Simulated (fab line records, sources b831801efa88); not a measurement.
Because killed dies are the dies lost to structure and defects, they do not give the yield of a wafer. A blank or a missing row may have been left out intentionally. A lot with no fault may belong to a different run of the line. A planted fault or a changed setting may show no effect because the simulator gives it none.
fab line records | flow sky130
record: lots: 4 | wafers: 12 | lastDay: 50
route steps=708 shown SD_N@351 SALICIDE@361 LI_CONTACT@362 LOCAL_INTERCONNECT@387 PAD_OPEN@708
lots untouched by any fault: they come from a run of this same line in which no faults occurred
startH: hours from the record's opening day to when the first of the lot's shown wafers began | waitH: hours from the lot's prior step to this one | " identical to the entry in the row above | L1.1+2: a row that stands for several wafers | - value missing, or start not given | * or withheld: withheld | < > ~ a bound
route shown NAME@n: NAME is a module with steps in the file, n the number in the route of the first one | usual: mean/standard deviation of fault-free wafers | same: alike in all rows | chamber/n: place in a boat | sites: readings site by site | _std_site: how widely they spread, as a standard deviation | _edge_site: the outer-site mean with the inner-site mean subtracted | radiusMm: how far each site lies from the wafer's centre | mask NAME#n: copy n | behind: the last tool/chamber to shape the wafer | hold: why the lot went on hold/how many hours it stayed there/how the hold came to an end | device: which transistor (n, p or np) failed to switch | end of line: tests of these same wafers at the route's end | where a step has no rows: the recipe by itself | killed: not the wafer's yield, but the dies lost to structure and defects at the first sort | map: the dies of a wafer, with x for killed, . for not killed, _ for no die there
set.NAME: setting as actually run; set.NAME@STEP: the setting as run at that earlier step | model.NAME: the simulator's own value behind a step, which no gauge read
a table for each step, a row for each wafer; lots at some steps of the route
services: from which hour (startH, from the record's first day; less than 0 if before it) a tool's chamber was out of use, for how many hours, and why
== steps ==
step: SKY_SD_N_IMPLANT_09
recipe: species: As | energyKev: 50 | doseCm2: 4e+15 | tiltDeg: 0
step: SKY_SD_N_IMPLANT_10
recipe: species: P | energyKev: 20 | doseCm2: 1e+14 | tiltDeg: 0
step: SKY_SD_N_STRIP_11
recipe: chemistry: O2/N2 | powerW: 1400 | pressureMtorr: 1500 | platenTempC: withheld | o2FlowSccm: 3000 | n2FlowSccm: 300 | overashFraction: 0.5
step: SKY_SD_N_CLEAN_13
recipe: chemistry: SC1/SC2 | mix: 1:4:20 | tempC: 70 | timeS: 150 | dry: n2Spin
step: SKY_SD_N_RTA_14
recipe: tempC: 1075 | timeS: 2 | idleTempC: 650 | rampUpCPerS: 150 | rampDownCPerS: 90 | ambient: N2
step: SKY_SALICIDE_CLEAN_00
recipe: chemistry: HF-last | timeS: 30 | dilution: 100:1 | dry: ipaMarangoni
step: SKY_LI_CONTACT_HDPCVD_00
recipe: material: PSG | targetThkNm: 930 | sigmaOpenFrac: 0.3 | timeS: 155 | tempC: 600 | sih4FlowSccm: 60 | pressureMtorr: 6
lot.wafer | tool      | chamber | startH | waitH | model.PSG_of_LI_CONTACT_HDPCVD_00.thkNm
L980.2    | hdpcvd-01 | 2       | 716.90 | 0.0   | 946.6
L980.4    | "         | 0       | "      | "     | 569
L980.6    | "         | 2       | "      | "     | 945.4
L981.3    | hdpcvd-01 | 1       | 727.85 | 0.0   | 948.8
L981.4    | "         | 2       | "      | "     | 934.7
L981.6    | "         | 0       | "      | "     | 573.8
L990.1    | hdpcvd-01 | 2       | 790.90 | 0.0   | 928.8
L990.2    | "         | 1       | "      | "     | 922
L990.4    | "         | 2       | "      | "     | 920.5
L995.3    | hdpcvd-01 | 2       | 827.23 | 0.0   | 944.1
L995.5    | "         | 2       | "      | "     | 947.3
L995.6    | "         | 0       | "      | "     | 942.4
step: SKY_LI_CONTACT_THK_MEAS_01
recipe: reads: PSG_of_LI_CONTACT_HDPCVD_00
usual: LI_CONTACT_HDPCVD_THK: 934/9.2
lot.wafer | tool         | chamber | startH | waitH | LI_CONTACT_HDPCVD_THK[nm]
L980.2    | filmMetro-03 | -       | 717.01 | 0.1   | 947
L980.4    | "            | -       | "      | "     | 569
L980.6    | "            | -       | "      | "     | 946
L981.3    | filmMetro-02 | -       | 727.97 | 0.1   | 948
L981.4    | "            | -       | "      | "     | 935
L981.6    | "            | -       | "      | "     | 574
L990.1    | filmMetro-01 | -       | 791.00 | 0.1   | 929
L990.2    | "            | -       | "      | "     | 922
L990.4    | "            | -       | "      | "     | 920
L995.3    | filmMetro-01 | -       | 827.35 | 0.1   | 944
L995.5    | "            | -       | "      | "     | 949
L995.6    | "            | -       | "      | "     | 942
step: SKY_LI_CONTACT_CMP_02
recipe: material: PSG | downForcePsi: 4 | platenRpm: 60 | padVelocityMS: 0.94248
usual: edgeZonePressureFrac: 1.000/0.0051 | motorCurrentA: 12.1/1.9 | platenRpm: 60.00/0.041 | retainingRingPressureFrac: 1.000/0.0047 | slurryFilterDpKPa: 13.51/0.15 | timeToEndpointS: 33/3.6
lot.wafer | tool   | chamber | startH | waitH | edgeZonePressureFrac | motorCurrentA | platenRpm | retainingRingPressureFrac | slurryFilterDpKPa | timeToEndpointS
L980.4    | cmp-02 | 1       | 717.11 | 0.1   | 0.990                | 14.7          | 59.98     | 0.995                     | 13.47             | 19
L980.2    | "      | 3       | "      | "     | 0.997                | 10.2          | 60.04     | 1.003                     | 13.52             | 35
L980.6    | "      | 0       | "      | "     | 1.005                | 14.8          | 60.01     | 1.002                     | 13.21             | 33
L981.4    | cmp-02 | 1       | 728.28 | 0.3   | 1.000                | 14.7          | 59.93     | 0.994                     | 13.32             | 29
L981.3    | "      | 3       | "      | "     | 1.001                | 10.1          | 60.00     | 1.011                     | 13.49             | 34
L981.6    | "      | 1       | "      | "     | 0.995                | 15.5          | 60.02     | 1.004                     | 13.20             | 19
L990.1    | cmp-02 | 0       | 791.06 | 0.1   | 0.999                | 13.5          | 59.99     | 0.995                     | 13.38             | 29
L990.2    | "      | 1       | "      | "     | 1.004                | 14.1          | 60.02     | 0.999                     | 13.46             | 30
L990.4    | "      | 2       | "      | "     | 0.992                | 11.1          | 59.97     | 0.996                     | 13.53             | 27
L995.3    | cmp-01 | 3       | 827.49 | 0.1   | 1.008                | 9.8           | 60.02     | 0.997                     | 13.27             | 36
L995.5    | "      | 1       | "      | "     | 1.003                | 11.9          | 59.99     | 0.998                     | 13.63             | 36
L995.6    | "      | 2       | "      | "     | 0.997                | 9.8           | 59.94     | 1.000                     | 13.54             | 37
step: SKY_LI_CONTACT_DEHYDRATE_04
recipe: tempC: 200 | timeS: 60
step: SKY_LI_CONTACT_HMDS_05
recipe: primeTimeS: 60 | primeTempC: 120
step: SKY_LI_CONTACT_COAT_06
recipe: resist: BARC | tempC: withheld | timeS: withheld | spinRpm: 3000 | resistThkNm: 60
step: SKY_LI_CONTACT_COAT_07
recipe: resist: KrF-thick | spinRpm: 3000 | resistThkNm: 450
step: SKY_LI_CONTACT_SOFTBAKE_08
recipe: tempC: 100 | timeS: 90 | resist: KrF-thick
step: SKY_LI_CONTACT_EXPOSE_09
recipe: maskId: LICM1 | na: 0.8 | sourceShape: annular | sigmaInner: 0.55 | sigmaOuter: 0.85 | targetCdNm: 170 | doseMj: 38
step: SKY_LI_CONTACT_PEB_10
recipe: pebTempC: withheld | pebTimeS: withheld | resist: KrF-thick
step: SKY_LI_CONTACT_DEVELOP_11
recipe: developTimeS: 60 | resist: KrF-thick | devTempC: 21
step: SKY_LI_CONTACT_ETCH_14
recipe: chemistry: N2/H2 | target: BARC | ionEnergyEv: 200 | sourceW: 500 | biasW: 100 | pressureMtorr: 30 | n2FlowSccm: 100 | h2FlowSccm: 200 | stopOn: SiO2 | timeS: 44.54 | targetDepthA: 600
step: SKY_LI_CONTACT_ETCH_15
recipe: target: PSG | chemistry: C4F8/O2/Ar | stopOn: Si | taperDeg: 4.15 | maskMaterial: KrF-thick | sourceW: 1500 | biasW: 1200 | pressureMtorr: 40 | c4f8FlowSccm: withheld | O2_flow_sccm: 6 | Ar_flow_sccm: 300 | timeS: withheld | targetDepthA: 6000
usual: oesProductAu: 0.837/0.0045
lot.wafer | tool       | chamber | startH | waitH | oesProductAu | model.LI_CONTACT.featureDepthNm | model.etch.depthNm
L980.2    | rieDiel-03 | 0       | 744.36 | 0.0   | 0.833        | 596.6                           | 596.6
L980.4    | "          | 3       | "      | "     | 0.818        | 569                             | 569
L980.6    | "          | 1       | "      | "     | 0.838        | 595                             | 595
L981.3    | rieDiel-03 | 0       | 755.33 | 0.0   | 0.836        | 596.5                           | 596.5
L981.4    | "          | 1       | "      | "     | 0.832        | 595.2                           | 595.2
L981.6    | "          | 0       | "      | "     | 0.818        | 573.8                           | 573.8
L990.1    | rieDiel-01 | 0       | 817.80 | 0.0   | 0.842        | 597                             | 597
L990.2    | "          | 1       | "      | "     | 0.840        | 597.3                           | 597.3
L990.4    | "          | 2       | "      | "     | 0.837        | 597                             | 597
L995.3    | rieDiel-01 | 0       | 854.03 | 0.0   | 0.849        | 599                             | 599
L995.5    | "          | 2       | "      | "     | 0.831        | 597.7                           | 597.7
L995.6    | "          | 0       | "      | "     | 0.838        | 597.4                           | 597.4
step: SKY_LI_CONTACT_STRIP_16
recipe: chemistry: O2/N2 | powerW: 1400 | pressureMtorr: 1500 | platenTempC: withheld | o2FlowSccm: 3000 | n2FlowSccm: 300 | overashFraction: 0.5
step: SKY_LI_CONTACT_CLEAN_17
recipe: chemistry: NMP | timeS: 600 | tempC: 60 | dry: n2Spin
step: SKY_LI_CONTACT_PRE_CLEAN_18
recipe: gas: Ar | timeS: 5.6 | biasV: 358
step: SKY_LI_CONTACT_SPUTTER_19
recipe: material: Ti | targetThkNm: 20 | chamberPressurePa: 5 | powerW: 2500 | substrateTempC: 200 | timeS: 106.37
step: SKY_LI_CONTACT_SPUTTER_20
recipe: material: TiN | targetThkNm: 20 | chamberPressurePa: 5 | powerW: 4000 | timeS: 80
step: SKY_LI_CONTACT_CVD_21
recipe: material: W | targetThkNm: 400 | timeS: 120.56 | tempC: 400 | pressureTorr: 40
step: SKY_LI_CONTACT_CMP_24
recipe: stopOn: PSG | tOverpolishS: 20 | downForcePsi: 3.5 | platenRpm: 60 | targetThkNm: 0 | padVelocityMS: 0.94248
usual: edgeZonePressureFrac: 1.000/0.0051 | motorCurrentA: 10.8/1.7 | overpolishRunS: 19.999/0.0089 | platenRpm: 60.00/0.038 | retainingRingPressureFrac: 1.001/0.005 | slurryFilterDpKPa: 13.49/0.15 | timeToEndpointS: 98/4.6
lot.wafer | tool   | chamber | startH | waitH | edgeZonePressureFrac | motorCurrentA | overpolishRunS | platenRpm | retainingRingPressureFrac | slurryFilterDpKPa | timeToEndpointS | model.PSG_of_LI_CONTACT_HDPCVD_00.thkNm
L980.2    | cmp-02 | 2       | 748.12 | 3.0   | 0.998                | 9.8           | 20.006         | 60.07     | 1.013                     | 13.46             | 95              | 587.1
L980.4    | "      | 0       | "      | "     | 1.008                | 13.7          | 19.994         | 59.99     | 1.004                     | 13.49             | 94              | 559.5
L980.6    | "      | 1       | "      | "     | 0.994                | 13.3          | 19.995         | 59.98     | 1.006                     | 13.36             | 96              | 585.5
L981.3    | cmp-02 | 0       | 756.45 | 0.3   | 0.996                | 13.2          | 20.005         | 60.02     | 1.003                     | 13.49             | 93              | 587
L981.4    | "      | 1       | "      | "     | 0.997                | 13.8          | 20.001         | 59.97     | 1.004                     | 13.60             | 95              | 585.8
L981.6    | "      | 3       | "      | "     | 1.003                | 9.6           | 19.997         | 60.03     | 1.006                     | 13.48             | 100             | 564.3
L990.2    | cmp-01 | 0       | 818.62 | 0.0   | 1.002                | 11.2          | 19.999         | 59.98     | 1.001                     | 13.67             | 106             | 587.8
L990.4    | "      | 1       | "      | "     | 0.999                | 10.5          | 20.002         | 59.99     | 1.000                     | 13.44             | 99              | 587.5
L990.1    | "      | 3       | "      | "     | 0.998                | 9.0           | 20.007         | 59.96     | 1.006                     | 13.39             | 100             | 587.5
L995.3    | cmp-02 | 0       | 854.87 | 0.0   | 0.995                | 12.7          | 19.993         | 60.00     | 1.009                     | 13.65             | 93              | 589.5
L995.5    | "      | 0       | "      | "     | 1.001                | 12.8          | 20.005         | 59.98     | 1.000                     | 13.45             | 94              | 588.2
L995.6    | "      | 1       | "      | "     | 0.997                | 13.8          | 19.989         | 59.92     | 1.005                     | 13.56             | 91              | 588
step: SKY_LOCAL_INTERCONNECT_SPUTTER_00
recipe: material: TiN | targetThkNm: 100 | tempC: 300 | powerW: 6500 | timeS: 83.3 | chamberPressurePa: 0.4
step: SKY_PAD_OPEN_PROBE_99
usual: killed_at_M0_to_M3: 44/6.3 | killed_at_M4_up: 3.1/1.8 | killedAtContacts: 25/5.1 | killedAtFrontEnd: 15/4.1 | killedAtOther: 0.3/0.71 | killedDies: 87/8.8 | killedOpen: 47/6.8 | killedShort: 40/6.7
same: grossDies: 492 | killedAtBackSide: 0
lot.wafer | tool      | chamber | startH  | waitH | killed_at_M0_to_M3 | killed_at_M4_up | killedAtContacts | killedAtFrontEnd | killedAtOther | killedDies | killedOpen | killedShort | model.etest.capLiToPoly.cAfUm2
L980.2    | prober-01 | -       | 1128.92 | 0.1   | 30                 | 1               | 30               | 20               | 1             | 82         | 39         | 43          | 100.8
L980.4    | prober-01 | -       | 1129.02 | 0.2   | 35                 | 3               | 30               | 15               | 0             | 83         | 47         | 36          | 108.8
L980.6    | prober-01 | -       | 1129.12 | 0.2   | 43                 | 3               | 21               | 15               | 0             | 82         | 45         | 37          | 101
L981.3    | prober-01 | -       | 1136.75 | 0.2   | 40                 | 3               | 21               | 24               | 0             | 88         | 37         | 51          | 99.24
L981.4    | prober-01 | -       | 1136.80 | 0.2   | 48                 | 4               | 24               | 17               | 30            | 123        | 42         | 51          | 99.04
L981.6    | prober-01 | -       | 1136.90 | 0.2   | 49                 | 8               | 30               | 15               | 0             | 102        | 53         | 49          | 107.8
L990.1    | prober-01 | -       | 1179.13 | 0.1   | 37                 | 5               | 19               | 19               | 0             | 80         | 46         | 34          | 96.61
L990.2    | prober-01 | -       | 1179.18 | 0.1   | 50                 | 2               | 30               | 16               | 0             | 98         | 51         | 47          | 99.73
L990.4    | prober-01 | -       | 1179.28 | 0.2   | 44                 | 3               | 24               | 16               | 0             | 87         | 48         | 39          | 100.5
L995.3    | prober-02 | -       | 1201.63 | 0.2   | 44                 | 2               | 24               | 14               | 0             | 84         | 45         | 39          | 98.81
L995.5    | prober-02 | -       | 1201.73 | 0.2   | 46                 | 1               | 25               | 18               | 2             | 92         | 58         | 34          | 96.93
L995.6    | prober-02 | -       | 1201.78 | 0.2   | 48                 | 5               | 22               | 13               | 0             | 88         | 52         | 36          | 96.84
killed by level:class
L980.2 VIA1:geometricParticle:open=10 CONTACT:geometricParticle:open=8 FIELD_ISO:geometricParticle:short=6 CONTACT:geometricParticle:short=6 LI_CONTACT:geometricParticle:open=5 LI_CONTACT:geometricParticle:short=5 LOCAL_INTERCONNECT:geometricParticle:short=5 SPACER:geometricParticle:short=4
L980.4 CONTACT:geometricParticle:open=10 VIA3:geometricParticle:open=7 LI_CONTACT:geometricParticle:open=7 VIA1:geometricParticle:open=7 METAL2:geometricParticle:short=7 FIELD_ISO:geometricParticle:short=5 FIELD_ISO:geometricParticle:open=5 CONTACT:geometricParticle:short=5
L980.6 VIA1:geometricParticle:open=10 VIA2:geometricParticle:open=8 LI_CONTACT:geometricParticle:open=6 VIA3:geometricParticle:open=6 FIELD_ISO:geometricParticle:short=5 POLY_GATE:geometricParticle:open=5 LOCAL_INTERCONNECT:geometricParticle:short=4 CONTACT:geometricParticle:open=4
L981.3 POLY_GATE:geometricParticle:short=8 METAL1:geometricParticle:short=8 VIA2:geometricParticle:open=8 LOCAL_INTERCONNECT:geometricParticle:short=6 CONTACT:geometricParticle:short=5 VIA1:geometricParticle:open=5 VIA1:geometricParticle:short=5 FIELD_ISO:geometricParticle:open=4
L981.4 PAD_OPEN:areaEtch=30 VIA1:geometricParticle:open=9 FIELD_ISO:geometricParticle:open=6 LI_CONTACT:geometricParticle:short=6 CONTACT:geometricParticle:short=6 VIA2:geometricParticle:short=6 VIA3:geometricParticle:open=6 FIELD_ISO:geometricParticle:short=5
L981.6 CONTACT:geometricParticle:open=13 METAL2:geometricParticle:short=9 VIA1:geometricParticle:open=8 VIA2:geometricParticle:open=7 POLY_GATE:geometricParticle:open=6 LI_CONTACT:geometricParticle:open=6 CONTACT:geometricParticle:short=5 LOCAL_INTERCONNECT:geometricParticle:short=5
L990.1 VIA1:geometricParticle:open=12 CONTACT:geometricParticle:open=8 VIA1:geometricParticle:short=8 FIELD_ISO:geometricParticle:short=5 FIELD_ISO:geometricParticle:open=5 VIA3:geometricParticle:open=5 VIA2:geometricParticle:open=5 POLY_GATE:geometricParticle:open=4
L990.2 VIA1:geometricParticle:open=12 METAL1:geometricParticle:short=9 CONTACT:geometricParticle:open=8 FIELD_ISO:geometricParticle:open=7 VIA3:geometricParticle:open=7 CONTACT:geometricParticle:short=6 LI_CONTACT:geometricParticle:open=6 FIELD_ISO:geometricParticle:short=5
L990.4 VIA1:geometricParticle:open=9 LI_CONTACT:geometricParticle:open=8 CONTACT:geometricParticle:open=8 FIELD_ISO:geometricParticle:open=6 VIA2:geometricParticle:open=6 POLY_GATE:geometricParticle:short=5 METAL1:geometricParticle:short=5 VIA3:geometricParticle:open=5
L995.3 VIA1:geometricParticle:open=11 CONTACT:geometricParticle:open=8 CONTACT:geometricParticle:short=6 VIA3:geometricParticle:open=6 VIA3:geometricParticle:short=5 METAL1:geometricParticle:short=5 LI_CONTACT:geometricParticle:open=4 VIA1:geometricParticle:short=4
L995.5 VIA1:geometricParticle:open=15 CONTACT:geometricParticle:open=10 LI_CONTACT:geometricParticle:open=9 FIELD_ISO:geometricParticle:open=6 FIELD_ISO:geometricParticle:short=5 VIA2:geometricParticle:open=5 VIA3:geometricParticle:open=5 CONTACT:geometricParticle:short=4
L995.6 VIA1:geometricParticle:open=15 VIA2:geometricParticle:open=7 CONTACT:geometricParticle:open=7 VIA3:geometricParticle:open=7 CONTACT:geometricParticle:short=6 POLY_GATE:geometricParticle:short=5 LI_CONTACT:geometricParticle:open=5 VIA1:geometricParticle:short=5
== services ==
tool       | chamber | startH | hours | kind
rieDiel-01 | 2       | 699.93 | 15.7  | repair
hdpcvd-01  | -       | 700.23 | 5.5   | pm
rieDiel-03 | 0       | 706.05 | 3.6   | repair
cmp-02     | -       | 711.35 | 2.6   | repair
cmp-02     | -       | 718.48 | 0.4   | repair
rieDiel-03 | 0       | 732.20 | 8.2   | repair
cmp-02     | -       | 744.07 | 4.0   | pm
cmp-02     | -       | 748.07 | -     | consumableReplace:conditioner
cmp-02     | -       | 748.07 | -     | consumableReplace:pad
cmp-01     | -       | 751.92 | 8.0   | pm
cmp-02     | -       | 763.85 | 6.0   | pm
cmp-01     | -       | 777.55 | 0.9   | repair
cmp-02     | -       | 784.18 | 2.1   | repair
cmp-02     | -       | 793.63 | 0.2   | repair
rieDiel-03 | 2       | 805.15 | 6.9   | repair
cmp-02     | -       | 811.31 | 5.6   | pm
rieDiel-03 | 2       | 812.06 | -     | clean
rieDiel-03 | 2       | 812.06 | 31.5  | scheduledDown
rieDiel-03 | 2       | 812.06 | 31.5  | ventCycle
rieDiel-01 | 0       | 818.13 | 4.7   | repair
hdpcvd-01  | -       | 841.93 | 6.0   | pm
rieDiel-01 | 0       | 843.58 | 3.4   | repair
rieDiel-01 | 1       | 853.21 | 4.7   | repair
== key ==
firstSign: step: SKY_LI_CONTACT_THK_MEAS_01 | reading: LI_CONTACT_HDPCVD_THK | direction: down | sigmas: 39 | usual: 934 | struck: 572
effect: step: SKY_LI_CONTACT_CMP_02 | reading: timeToEndpointS | direction: down | sigmas: 3.9 | usual: * | struck: *
effect: step: SKY_LI_CONTACT_ETCH_15 | reading: oesProductAu | direction: down | sigmas: 4.2 | usual: 0.837 | struck: 0.818
modelEffect: step: SKY_LI_CONTACT_HDPCVD_00 | value: PSG_of_LI_CONTACT_HDPCVD_00.thkNm | without: 941.7 | struck: 571.4
modelEffect: step: SKY_LI_CONTACT_ETCH_15 | value: LI_CONTACT.featureDepthNm | without: 596.1 | struck: 571.4
modelEffect: step: SKY_LI_CONTACT_CMP_24 | value: PSG_of_LI_CONTACT_HDPCVD_00.thkNm | without: 586.6 | struck: 561.9
modelEffect: step: SKY_PAD_OPEN_PROBE_99 | value: etest.capLiToPoly.cAfUm2 | without: 100.6 | struck: 108.3
metAt SKY_LI_CONTACT_HDPCVD_00
struckWafers L980.4,L981.6
testerLeftOut L980,L981
baselineLoss: step: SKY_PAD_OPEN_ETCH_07 | wafers: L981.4
fault: kind: processParameterDrift | tool: hdpcvd-01 | chamber: 0 | onsetH: 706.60 | steps: SKY_LI_CONTACT_HDPCVD_00 | channel: targetThkNm | offset: -370.34 | shape: step | endH: 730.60 | actsIn: theseRecipesOnly | stated: 930
testerLeftOut: of these lots the tester's yield and bins aren't shown, on N5 and GAA mostly nor the transistor test; their killed dies are dies lost to structure and defects alone, not to doping, threshold or leakage, so they don't give the yield
baselineLoss: these wafers lose ten dies or more at that step, a loss of the line's own and not of a fault; the sort's usual values leave them out
